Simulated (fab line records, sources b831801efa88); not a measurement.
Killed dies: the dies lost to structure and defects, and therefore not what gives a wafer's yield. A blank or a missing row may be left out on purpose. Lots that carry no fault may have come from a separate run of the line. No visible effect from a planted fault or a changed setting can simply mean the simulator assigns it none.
Comparing a struck lot with a sound one | flow sky130 | 19 out of 708 route steps
Sound: wafers L994.3, L994.4, L994.6. Wafers struck: L990.1, L990.3, L990.6. At the end, the cause is stated.
For every step that has rows: the tool of each side, followed by ch and its chambers, followed by its first start. Under that, the readings that differ: sound wafers | struck wafers | difference of the means | sigmas: that difference in standard deviations of wafers without a fault.
alike: same words and numbers on both sides, and readings whose means sit less than 2 such deviations apart. not compared: any withheld reading, any reading some wafer has no value for, any bound like >300 that may hide the same value, and any number with overlapping values for which the record gives no deviation.
A row with sigmas, a row that says differs or no value, or rows on one side alone: a step with any of these is where the two part. When numbers do not overlap yet have no deviation, they are printed without sigmas and do not part them. A reading missing from all wafers of one side parts the sides only when that side holds two or more wafers.

SKY_METAL4_STRIP_19: strips in O2/N2.
  sound on plasmaAsher-02 ch 0,1, day 47 22:17; struck on plasmaAsher-02 ch 0, day 46 20:28
  alike: drypumpMotorCurrentA, n2FlowSccm, oesProductAu, stripTimeToEndpointS
  not compared: rfHoursCounterH
then, 4 steps without rows for these wafers: SKY_METAL4_STRIP_20 (strips in post etch residue remover, time 1200 s); SKY_METAL4_CLEAN_21 (cleans in IPA, time 180 s); SKY_METAL4_CLEAN_22 (cleans in O3/DIW); SKY_VIA4_HDPCVD_00 (deposits SiO2, target thk 1750 nm, time 291.7 s).
SKY_VIA4_THK_MEAS_01:
  sound: filmMetro-03 at day 47 23:04; struck: filmMetro-04 at day 46 21:16
  alike: VIA4_HDPCVD_THK
SKY_VIA4_CMP_02: polishes SiO2.
  sound on cmp-01 ch 0,2,3, day 47 23:13; struck on cmp-01 ch 1,2,3, day 46 21:20
  alike: motorCurrentA, platenRpm
SKY_VIA4_BOW_MEAS_03:
  sound: filmMetro-02 at day 47 23:27; struck: filmMetro-04 at day 46 21:38
  alike: VIA4_BOW
then, 4 steps without rows for these wafers: SKY_VIA4_DEHYDRATE_04 (time 60 s); SKY_VIA4_HMDS_05 (prime time 60 s); SKY_VIA4_COAT_06 (resist thk 1140 nm); SKY_VIA4_SOFTBAKE_07 (time 60 s).
SKY_VIA4_EXPOSE_08: exposes mask VIM4, target cd 800 nm.
  sound on ilineStepper-01 ch 0, day 48 09:25; struck on ilineStepper-02 ch 0, day 47 08:05
reading           | sound                | struck               | difference | sigmas
exposureDoseMJCm2 | 131.70 131.80 131.91 | 120.27 120.37 120.30 | -11.49     | -96
  alike: mask
then, 2 steps without rows for these wafers: SKY_VIA4_PEB_09; SKY_VIA4_DEVELOP_10 (develop time 60 s).
SKY_VIA4_OVL_MEAS_11:
  sound: overlay-02 at day 48 19:21; struck: overlay-01 at day 47 17:58
reading       | sound       | struck         | difference | sigmas
VIA4_OVL (nm) | 1.2 1.7 1.7 | -1.2 -2.1 -2.4 | -3.4       | -2
SKY_VIA4_ETCH_12: etches SiO2 in C4F8/O2/Ar, stops on TiN, target depth 580 nm.
  sound on rieDiel-04 ch 2,3, day 48 19:22; struck on rieDiel-02 ch 0,3, day 47 18:01
reading              | sound             | struck            | difference | sigmas
model.VIA4.cdNm (nm) | 797.4 795.9 796.1 | 771.5 770.8 771.3 | -25.3      | 
  alike: oesProductAu
SKY_VIA4_STRIP_13: strips in O2/N2.
  sound on plasmaAsher-04 ch 0,1, day 48 19:29; struck on plasmaAsher-01 ch 0,1, day 47 18:05
  alike: drypumpMotorCurrentA, n2FlowSccm, oesProductAu, stripTimeToEndpointS
  not compared: rfHoursCounterH
-- the record jumps here: 3 days lie between the struck wafers' starts before and after (it left off in module VIA4 and takes up again in module PAD_OPEN, whose first step shown is number 708 of the route) --
SKY_PAD_OPEN_PROBE_99:
  sound: prober-01 at day 51 05:57; struck: prober-01 at day 50 07:26
reading                     | sound                | struck               | difference | sigmas
model.etest.via4Chain.rcOhm | 0.7963 0.8125 0.8105 | 0.8357 0.8357 0.8286 | +0.0269    | 
  alike: defectLimitedYield, killed_at_M0_to_M3, killed_at_M4_up, killedAtContacts, killedAtFrontEnd, killedAtOther, killedDies, killedOpen, killedShort, sort_bin_3_pad_short, sort_bin_5_function, sort_bin_6_memory, sortNPass, sortYieldPct

WHERE THEY PART
At SKY_VIA4_EXPOSE_08 first; at SKY_VIA4_OVL_MEAS_11 last (within this record only). Later steps at which nothing parts them and some readings are alike: SKY_VIA4_ETCH_12, SKY_VIA4_STRIP_13, SKY_PAD_OPEN_PROBE_99.

WHY: what the simulator had put in
Process parameters drifting: ilineStepper-02 at SKY_VIA4_EXPOSE_08, beginning at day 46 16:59. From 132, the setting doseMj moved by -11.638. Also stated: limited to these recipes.
